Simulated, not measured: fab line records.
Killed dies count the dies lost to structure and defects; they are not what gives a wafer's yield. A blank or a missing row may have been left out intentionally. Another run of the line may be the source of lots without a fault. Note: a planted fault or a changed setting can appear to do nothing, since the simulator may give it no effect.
fab line records    flow sky130
record: lots: 15  wafers: 43  lastDay: 50
route steps=708 shown METAL5@676 PAD_OPEN@708
lots untouched by any fault: they come from a run of this same line in which no faults occurred
startH: hours from the record's first day to the start of the lot's first wafer shown    waitH: hours since the lot's step before    " the same as in the row above    L1.1+2: a single row standing in for several wafers    - no value, or no start given    * or withheld: withheld    < > ~ a bound
route shown NAME@n: names a module that has steps shown in the file, with the first one's number in the route    usual: average and standard deviation across the fault-free wafers    same: alike in all rows    chamber/n: place in a boat    sites: per-site readings    _std_site: the values' standard deviation    _edge_site: mean of outer sites minus mean of inner sites    radiusMm: for every site, how far away it sits from the centre of the wafer    mask NAME#n: copy n    behind: tool/chamber where the wafer was last shaped    hold: why the lot went on hold/how many hours it stayed there/how the hold came to an end    device: names the non-switching transistor (n, p or np)    end of line: at the end of the route, the tests of the same wafers    a step without rows: its recipe alone    killed: dies lost to structure and defects at the first sort, not the wafer's yield    map: dies across one wafer; x = killed, . = not, _ = none there
set.NAME: the setting the step ran with; set.NAME@STEP: the setting that earlier step ran with    model.NAME: the simulator's own value behind a step, which no gauge read
route steps across a sampled set of lots; one table per step, one row per wafer
services: the hour from which a tool's chamber was out of use, counted from the record's first day as startH (under 0 if before that day), plus the number of hours and why
== steps ==
step: SKY_METAL5_METAL_ETCH_15
recipe: targetDepthA: 12600  stopOn: SiO2  overEtchFrac: 0.2  timeS: 252  chemistry: Cl2/BCl3  resistSidewallDeg: 86  pressureMtorr: 10  icpW: 900  biasW: 48.5  Cl2_flow_sccm: 60  bcl3FlowSccm: 30
usual: biasW: 48.50/0.15  drypumpMotorCurrentA: 5.94/0.26  heBacksideLeakSccm: 3.44/0.16  oesProductAu: 0.894/0.0049  overEtchFrac: 0.2/0  throttleValvePct: 22.264/0.0096
lot.wafer  tool         chamber  startH   waitH  biasW  drypumpMotorCurrentA  heBacksideLeakSccm  oesProductAu  overEtchFrac  rfHoursCounterH  throttleValvePct
L120.2     rieMetal-03  1        1057.34  0.0    48.49  5.64                  3.47                0.897         0.2           21               22.279
L120.5     "            0        "        "      48.63  6.21                  3.13                0.895         0.2           -                22.264
L120.6     "            1        "        "      48.45  5.63                  3.48                0.892         0.2           -                22.266
L121.1     rieMetal-03  0        1067.28  0.0    48.47  6.23                  3.29                0.900         0.2           12               22.256
L121.3     "            0        "        "      48.65  6.23                  3.21                0.895         0.2           -                22.299
L121.5     "            0        "        "      48.42  6.20                  3.44                0.892         0.2           -                22.262
L122.1     rieMetal-03  1        1068.54  0.0    48.84  5.64                  3.46                0.901         0.2           22               22.248
L122.5     "            1        "        "      48.66  5.63                  3.51                0.900         0.2           -                22.278
L122.6     "            0        "        "      48.12  6.20                  3.50                0.893         0.2           -                22.267
L123.3     rieMetal-02  1        1072.90  0.1    48.56  6.08                  3.47                0.896         0.2           -                22.266
L123.5     "            1        "        "      48.65  6.06                  3.31                0.906         0.2           -                22.270
L123.6     "            0        "        "      48.64  5.89                  3.39                0.893         0.2           -                22.275
L124.1     rieMetal-04  1        1081.40  0.0    48.44  5.55                  3.08                0.886         0.2           11               22.269
L124.4     "            0        "        "      48.47  5.73                  3.31                0.893         0.2           -                22.267
L124.5     "            0        "        "      48.34  5.71                  3.48                0.894         0.2           -                22.266
L125.1     rieMetal-03  1        1083.89  0.0    48.83  5.63                  3.63                0.901         0.2           23               22.254
L125.2     "            0        "        "      48.45  6.18                  3.56                0.895         0.2           13               22.253
L125.3     "            0        "        "      48.35  6.19                  3.33                0.898         0.2           -                22.266
L126.1     rieMetal-04  0        1086.44  0.0    48.35  5.74                  3.30                0.900         0.2           19               22.248
L126.3     "            0        "        "      48.28  5.72                  3.32                0.887         0.2           -                22.254
L126.4     "            1        "        "      48.38  5.56                  3.04                0.891         0.2           -                22.265
L127.1     rieMetal-02  1        1097.68  0.0    48.70  6.07                  3.52                0.886         0.2           5                22.266
L127.2     "            0        "        "      48.74  5.86                  3.36                0.885         0.2           16               22.268
L127.3     "            1        "        "      48.33  6.12                  3.37                0.890         0.2           -                22.260
L128.1     rieMetal-03  0        1097.98  0.0    48.53  6.23                  3.63                0.900         0.2           14               22.235
L128.2     "            1        "        "      48.33  5.65                  3.52                0.896         0.2           24               22.252
L128.3     "            0        "        "      48.26  6.21                  3.56                0.899         0.2           -                22.267
L129.1     rieMetal-03  0        1105.49  0.0    48.58  6.22                  3.39                0.892         0.2           15               22.259
L129.5     "            1        "        "      48.55  5.64                  3.49                0.892         0.2           -                22.263
L129.6     "            0        "        "      48.60  6.21                  3.45                0.893         0.2           -                22.256
L130.3     rieMetal-03  0        1116.76  0.1    48.61  6.25                  3.74                0.898         0.2           -                22.261
L130.4     "            1        "        "      48.48  5.64                  3.66                0.895         0.2           -                22.255
L130.5     "            0        "        "      48.46  6.19                  3.64                0.898         0.2           -                22.275
L131.4     rieMetal-03  0        1123.68  0.1    48.38  6.21                  3.69                0.887         0.2           -                22.261
L131.5     "            0        "        "      48.03  6.20                  3.55                0.898         0.2           -                22.264
L131.6     "            1        "        "      48.89  5.63                  3.41                0.890         0.2           -                22.268
L132.3     rieMetal-03  1        1128.71  0.1    48.38  5.63                  3.43                0.893         0.18547       -                22.267
L132.5     "            0        "        "      48.45  6.20                  3.67                0.897         0.2           -                22.282
L132.6     "            1        "        "      48.61  5.63                  3.45                0.896         0.2           -                22.264
L133.2     rieMetal-03  0        1136.99  0.0    48.40  6.22                  3.25                0.896         0.2           17               22.253
L133.3     "            1        "        "      48.42  5.62                  3.34                0.898         0.18547       -                22.275
L136.2     rieMetal-03  0        1150.88  0.0    48.50  6.20                  3.58                0.896         0.2           19               22.265
L136.3     "            1        "        "      48.50  5.64                  3.63                0.900         0.18547       -                22.274
step: SKY_PAD_OPEN_PROBE_99
usual: defectLimitedYield: 82.3/1.8  killed_at_M0_to_M3: 43/6.9  killed_at_M4_up: 3.2/1.6  killedAtContacts: 25/5.1  killedAtFrontEnd: 16/4.5  killedAtOther: 0.3/0.68  killedDies: 87/8.9  killedOpen: 48/6.9  killedShort: 39/6.3  sort_bin_3_pad_short: 0.8/0.4  sort_bin_5_function: 10.5/1.4  sort_bin_6_memory: 6.4/1.1  sortNPass: 405/8.9  sortYieldPct: 82.3/1.8
same: grossDies: 492  killedAtBackSide: 0  sort_bin_4_leakage[%]: 0  sort_bin_8_speed[%]: 0
lot.wafer  tool       chamber  startH   waitH  defectLimitedYield[%]  killed_at_M0_to_M3  killed_at_M4_up  killedAtContacts  killedAtFrontEnd  killedAtOther  killedDies  killedOpen  killedShort  sort_bin_3_pad_short[%]  sort_bin_5_function[%]  sort_bin_6_memory[%]  sortNPass  sortYieldPct[%]
L124.1     prober-01  -        1128.53  0.1    78.7                   55                  1                31                18                0              105         59          46           0.8                      12.6                    7.9                   387        78.7
L124.4     prober-01  -        1128.68  0.2    83.9                   42                  3                22                11                1              79          44          35           1.0                      7.9                     7.1                   413        83.9
L124.5     prober-01  -        1128.73  0.2    82.3                   50                  2                23                12                0              87          53          34           0.2                      11.4                    6.1                   405        82.3
L126.1     prober-02  -        1131.57  0.1    82.1                   40                  2                32                14                0              88          42          45           0.6                      10.4                    6.9                   404        82.1
L126.3     prober-02  -        1131.67  0.2    86.0                   26                  3                28                11                1              69          35          33           0.2                      7.5                     6.3                   423        86.0
L126.4     prober-02  -        1131.72  0.2    77.6                   63                  4                27                16                0              110         68          41           1.0                      14.6                    6.7                   382        77.6
L127.1     prober-01  -        1141.63  0.1    83.9                   44                  5                20                10                0              79          39          40           0.2                      11.0                    4.9                   413        83.9
L127.2     prober-01  -        1141.68  0.1    85.4                   34                  3                25                10                0              72          40          32           0                        8.9                     5.7                   420        85.4
L127.3     prober-01  -        1141.73  0.2    81.9                   43                  5                30                11                0              89          48          41           1.2                      10.2                    6.7                   403        81.9
L128.1     prober-02  -        1141.95  0.1    82.7                   42                  4                24                14                1              85          47          38           1.0                      10.2                    6.1                   407        82.7
L128.2     prober-02  -        1142.00  0.1    81.9                   45                  6                21                16                1              89          34          55           0.6                      10.8                    6.7                   403        81.9
L128.3     prober-02  -        1142.05  0.2    81.5                   53                  3                19                15                1              91          48          42           0                        10.6                    7.9                   401        81.5
L129.1     prober-01  -        1148.64  0.1    78.3                   38                  3                46                19                1              107         53          54           1.6                      12.6                    7.5                   385        78.3
L129.5     prober-01  -        1148.84  0.2    81.5                   50                  1                21                19                0              91          40          51           0.8                      10.2                    7.5                   401        81.5
L129.6     prober-01  -        1148.89  0.2    82.1                   38                  4                32                14                0              88          56          32           0.2                      10.8                    6.9                   404        82.1
L130.3     prober-02  -        1159.24  0.2    81.7                   40                  4                28                18                0              90          54          36           0.4                      10.4                    7.5                   402        81.7
L130.4     prober-02  -        1159.29  0.2    85.6                   35                  2                21                12                1              71          40          30           0.8                      8.9                     4.7                   421        85.6
L130.5     prober-02  -        1159.34  0.2    82.3                   43                  4                26                14                0              87          44          43           0.8                      10.6                    6.3                   405        82.3
L131.4     prober-01  -        1164.98  0.2    84.1                   36                  3                27                12                0              78          44          34           0.8                      9.3                     5.7                   414        84.1
L131.5     prober-01  -        1165.03  0.2    84.8                   28                  4                28                15                0              75          41          34           0.2                      9.6                     5.5                   417        84.8
L131.6     prober-01  -        1165.08  0.2    84.1                   36                  3                26                13                0              78          48          30           0.2                      11.0                    4.7                   414        84.1
L132.3     prober-02  -        1170.59  0.2    80.9                   48                  5                24                16                1              94          44          49           1.6                      11.0                    6.5                   398        80.9
L132.5     prober-02  -        1170.69  0.2    79.5                   54                  2                23                22                0              101         56          45           0.8                      12.6                    7.1                   391        79.5
L132.6     prober-02  -        1170.74  0.2    83.1                   51                  5                13                14                0              83          35          48           1.0                      9.6                     6.3                   409        83.1
L136.2     prober-02  -        1190.83  0.1    84.6                   33                  3                22                18                0              76          39          37           0.8                      8.5                     6.1                   416        84.6
L136.3     prober-02  -        1190.88  0.2    84.1                   42                  4                24                8                 0              78          43          35           0.8                      10.0                    5.1                   414        84.1
killed by level:class
L124.1 METAL2:geometricParticle:short=11 VIA1:geometricParticle:open=11 CONTACT:geometricParticle:open=10 LI_CONTACT:geometricParticle:open=10 VIA3:geometricParticle:open=9 POLY_GATE:geometricParticle:open=6 VIA2:geometricParticle:open=6 LI_CONTACT:geometricParticle:short=5
L124.4 VIA1:geometricParticle:open=9 VIA2:geometricParticle:open=8 CONTACT:geometricParticle:short=7 CONTACT:geometricParticle:open=6 METAL1:geometricParticle:short=6 LI_CONTACT:geometricParticle:open=5 METAL2:geometricParticle:short=5 FIELD_ISO:geometricParticle:open=3
L124.5 VIA2:geometricParticle:open=11 LI_CONTACT:geometricParticle:open=8 CONTACT:geometricParticle:open=8 VIA1:geometricParticle:open=8 METAL2:geometricParticle:short=8 VIA3:geometricParticle:open=7 FIELD_ISO:geometricParticle:open=5 CONTACT:geometricParticle:short=5
L126.1 LI_CONTACT:geometricParticle:open=9 CONTACT:geometricParticle:open=9 METAL1:geometricParticle:short=6 VIA1:geometricParticle:short=6 VIA1:geometricParticle:open=6 CONTACT:geometricParticle:short=5 VIA3:geometricParticle:open=5 POLY_GATE:geometricParticle:short=4
L126.3 VIA1:geometricParticle:open=9 LI_CONTACT:geometricParticle:open=8 LOCAL_INTERCONNECT:geometricParticle:short=7 POLY_GATE:geometricParticle:short=6 CONTACT:geometricParticle:open=6 CONTACT:geometricParticle:short=6 VIA3:geometricParticle:open=5 FIELD_ISO:geometricParticle:open=3
L126.4 VIA3:geometricParticle:open=13 VIA1:geometricParticle:open=12 CONTACT:geometricParticle:open=11 METAL1:geometricParticle:short=8 LI_CONTACT:geometricParticle:open=7 VIA2:geometricParticle:open=6 METAL2:geometricParticle:short=5 POLY_GATE:geometricParticle:open=4
L127.1 VIA1:geometricParticle:open=11 METAL1:geometricParticle:short=6 CONTACT:geometricParticle:short=5 CONTACT:geometricParticle:open=5 VIA1:geometricParticle:short=5 METAL2:geometricParticle:short=5 VIA2:geometricParticle:open=5 POLY_GATE:geometricParticle:short=4
L127.2 CONTACT:geometricParticle:open=10 VIA1:geometricParticle:open=8 VIA3:geometricParticle:open=8 LI_CONTACT:geometricParticle:open=5 LOCAL_INTERCONNECT:geometricParticle:short=5 METAL1:geometricParticle:short=5 FIELD_ISO:geometricParticle:short=4 POLY_GATE:geometricParticle:open=4
L127.3 VIA1:geometricParticle:open=12 CONTACT:geometricParticle:open=11 LI_CONTACT:geometricParticle:open=6 METAL1:geometricParticle:short=6 CONTACT:geometricParticle:short=5 VIA2:geometricParticle:short=5 VIA3:geometricParticle:open=5 LOCAL_INTERCONNECT:geometricParticle:short=4
L128.1 VIA1:geometricParticle:open=10 VIA1:geometricParticle:short=9 CONTACT:geometricParticle:open=8 LI_CONTACT:geometricParticle:open=6 VIA2:geometricParticle:open=6 CONTACT:geometricParticle:short=5 POLY_GATE:geometricParticle:open=4 METAL1:geometricParticle:short=4
L128.2 VIA1:geometricParticle:open=9 VIA1:geometricParticle:short=7 METAL2:geometricParticle:short=7 FIELD_ISO:geometricParticle:short=6 VIA3:geometricParticle:open=6 METAL1:geometricParticle:short=6 LI_CONTACT:geometricParticle:open=5 METAL4:geometricParticle:short=4
L128.3 VIA1:geometricParticle:open=15 VIA1:geometricParticle:short=9 CONTACT:geometricParticle:open=8 METAL1:geometricParticle:short=7 VIA3:geometricParticle:open=7 FIELD_ISO:geometricParticle:short=6 FIELD_ISO:geometricParticle:open=6 LI_CONTACT:geometricParticle:open=5
L129.1 CONTACT:geometricParticle:open=12 CONTACT:geometricParticle:short=11 VIA1:geometricParticle:open=10 LOCAL_INTERCONNECT:geometricParticle:short=10 LI_CONTACT:geometricParticle:open=7 POLY_GATE:geometricParticle:open=6 FIELD_ISO:geometricParticle:short=5 LI_CONTACT:geometricParticle:short=5
L129.5 METAL2:geometricParticle:short=9 VIA3:geometricParticle:open=8 LI_CONTACT:geometricParticle:open=8 METAL1:geometricParticle:short=6 CONTACT:geometricParticle:open=6 VIA1:geometricParticle:open=5 VIA1:geometricParticle:short=5 FIELD_ISO:geometricParticle:short=4
L129.6 VIA1:geometricParticle:open=16 CONTACT:geometricParticle:open=15 LOCAL_INTERCONNECT:geometricParticle:short=8 VIA1:geometricParticle:short=5 POLY_GATE:geometricParticle:short=4 VIA2:geometricParticle:open=4 VIA3:geometricParticle:open=4 POLY_GATE:geometricParticle:open=3
L130.3 VIA1:geometricParticle:open=18 LI_CONTACT:geometricParticle:open=10 FIELD_ISO:geometricParticle:short=8 CONTACT:geometricParticle:open=7 VIA3:geometricParticle:open=7 CONTACT:geometricParticle:short=6 METAL2:geometricParticle:short=4 FIELD_ISO:geometricParticle:open=3
L130.4 VIA1:geometricParticle:open=12 CONTACT:geometricParticle:open=8 VIA3:geometricParticle:open=7 METAL1:geometricParticle:short=6 VIA1:geometricParticle:short=5 LI_CONTACT:geometricParticle:open=4 LI_CONTACT:geometricParticle:short=3 LOCAL_INTERCONNECT:geometricParticle:short=3
L130.5 CONTACT:geometricParticle:open=11 VIA1:geometricParticle:open=10 VIA1:geometricParticle:short=8 METAL2:geometricParticle:short=8 LI_CONTACT:geometricParticle:open=7 POLY_GATE:geometricParticle:short=4 CONTACT:geometricParticle:short=4 POLY_GATE:geometricParticle:open=3
L131.4 CONTACT:geometricParticle:open=10 VIA1:geometricParticle:open=10 METAL2:geometricParticle:short=6 VIA2:geometricParticle:open=5 CONTACT:geometricParticle:short=5 POLY_GATE:geometricParticle:short=4 LI_CONTACT:geometricParticle:short=4 FIELD_ISO:geometricParticle:open=3
L131.5 CONTACT:geometricParticle:open=13 LI_CONTACT:geometricParticle:short=5 VIA1:geometricParticle:open=5 VIA1:geometricParticle:short=5 VIA2:geometricParticle:open=5 POLY_GATE:geometricParticle:short=4 VIA3:geometricParticle:open=4 LI_CONTACT:geometricParticle:open=4
L131.6 VIA1:geometricParticle:open=13 CONTACT:geometricParticle:open=11 VIA2:geometricParticle:open=7 CONTACT:geometricParticle:short=6 LOCAL_INTERCONNECT:geometricParticle:short=5 FIELD_ISO:geometricParticle:short=4 METAL1:geometricParticle:short=4 VIA3:geometricParticle:open=4
L132.3 VIA1:geometricParticle:open=12 METAL1:geometricParticle:short=10 CONTACT:geometricParticle:open=7 LI_CONTACT:geometricParticle:open=6 METAL2:geometricParticle:short=6 VIA3:geometricParticle:short=5 LOCAL_INTERCONNECT:geometricParticle:short=5 METAL4:geometricParticle:short=5
L132.5 VIA1:geometricParticle:open=14 CONTACT:geometricParticle:open=11 POLY_GATE:geometricParticle:short=8 VIA3:geometricParticle:open=8 LI_CONTACT:geometricParticle:open=7 VIA1:geometricParticle:short=6 VIA2:geometricParticle:open=6 FIELD_ISO:geometricParticle:short=5
L132.6 METAL2:geometricParticle:short=13 VIA1:geometricParticle:open=12 LI_CONTACT:geometricParticle:open=6 METAL3:geometricParticle:short=6 POLY_GATE:geometricParticle:short=5 METAL1:geometricParticle:short=5 VIA1:geometricParticle:short=4 METAL4:geometricParticle:short=4
L136.2 VIA3:geometricParticle:open=9 FIELD_ISO:geometricParticle:open=6 LI_CONTACT:geometricParticle:open=5 LOCAL_INTERCONNECT:geometricParticle:short=5 VIA1:geometricParticle:open=5 VIA2:geometricParticle:open=5 FIELD_ISO:geometricParticle:short=4 CONTACT:geometricParticle:short=4
L136.3 CONTACT:geometricParticle:open=10 VIA2:geometricParticle:open=8 VIA1:geometricParticle:open=7 VIA3:geometricParticle:open=7 FIELD_ISO:geometricParticle:short=5 LI_CONTACT:geometricParticle:open=5 METAL1:geometricParticle:open=4 CONTACT:geometricParticle:short=4
== services ==
tool         chamber  startH   hours  kind
rieMetal-02  1        1045.82  5.2    repair
== key ==
firstSign: step: SKY_METAL5_METAL_ETCH_15  reading: overEtchFrac  direction: down  sigmas: 99+  usual: 0.2  struck: 0.18547
effect none on later readings
metAt SKY_METAL5_METAL_ETCH_15
struckLots L132,L133,L136
struckWafers L132.3,L133.3,L136.3
onsetBetween 1123.68 1128.71
fault: kind: processParameterDrift  tool: rieMetal-03  chamber: -  onsetH: 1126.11  steps: SKY_METAL5_METAL_ETCH_15  channel: overEtchFrac  offset: -0.014529  shape: step  endH: 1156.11  scope: struckWafersOnly  actsIn: theseRecipesOnly  stated: 0.2
